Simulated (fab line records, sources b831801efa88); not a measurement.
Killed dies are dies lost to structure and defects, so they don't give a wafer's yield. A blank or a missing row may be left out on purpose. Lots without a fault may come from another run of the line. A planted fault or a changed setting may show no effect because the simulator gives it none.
One fault seen from 2 desks | flow gf180mcu | each desk has only its own numbers; what lay behind them comes last

THE TOOL OWNER'S DESK: iline_stepper-01
The tool's own readings at GF_VT_IMPLANT_EXPOSE_04 (exposes mask LVPWELL LV AREA, target cd 600 nm): means of the sampled wafers that have a number, for each lot that ran on this tool. A lot is out of limits, marked OUT, if its mean lies more than 4 standard deviations from the usual mean; the brackets give that distance.
Columns: A = exposure_dose_mJ_cm2 at GF_VT_IMPLANT_EXPOSE_04, usual 139.99
lot  | first seen here | A
L789 | day 6 04:45     | 140.00
L793 | day 6 19:03     | 139.91
L792 | day 6 21:02     | 139.86
L798 | day 7 23:56     | 139.95
L803 | day 9 08:22     | 137.51 (-18) OUT
L804 | day 9 12:38     | 137.42 (-18) OUT
This desk's finding: out of limits on L803, L804; first on L803, day 9 08:22 (exposure_dose_mJ_cm2 at GF_VT_IMPLANT_EXPOSE_04). In limits: L789, L793, L792, L798.

THE METROLOGY DESK
What the gauges read, lot by lot, whatever tool the lot ran on: means of the sampled wafers that have a number. A lot is out of limits, marked OUT, if its mean lies more than 4 standard deviations from the usual mean; the brackets give that distance.
Columns: A = V3_BOW at GF_V3_BOW_MEAS_05, usual 116 um
lot  | first seen here | A
L789 | day 22 15:03    | 115
L790 | day 22 19:39    | 108
L793 | day 23 09:29    | 117
L792 | day 23 12:07    | 114
L795 | day 24 02:32    | 122
L798 | day 24 22:17    | 129
L801 | day 26 04:01    | 118
L803 | day 26 18:49    | 122
L804 | day 27 04:17    | 109
L807 | day 28 02:59    | 128
L808 | day 28 13:13    | 118
L809 | day 28 14:05    | 107
L810 | day 28 20:27    | 115
This desk's finding: nothing out of limits on any of the 13 lots.

PUT TOGETHER
The tool owner's desk could have raised an alarm at day 9 08:22, on L803, L804.
The metrology desk saw nothing out of limits.
The metrology desk has L803, L804 on record, within its limits.
Of the lots named, all ran GF_VT_IMPLANT_EXPOSE_04 on iline_stepper-01.

WHAT THE SIMULATOR HAD PUT IN
Process parameter drift: iline_stepper-01, from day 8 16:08 on, at GF_VT_IMPLANT_EXPOSE_04. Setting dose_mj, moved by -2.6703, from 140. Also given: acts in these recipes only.
Lots struck among those shown: L803, L804.
Hours from the fault's start to each desk's first reading out of limits: the tool owner's desk, 16.
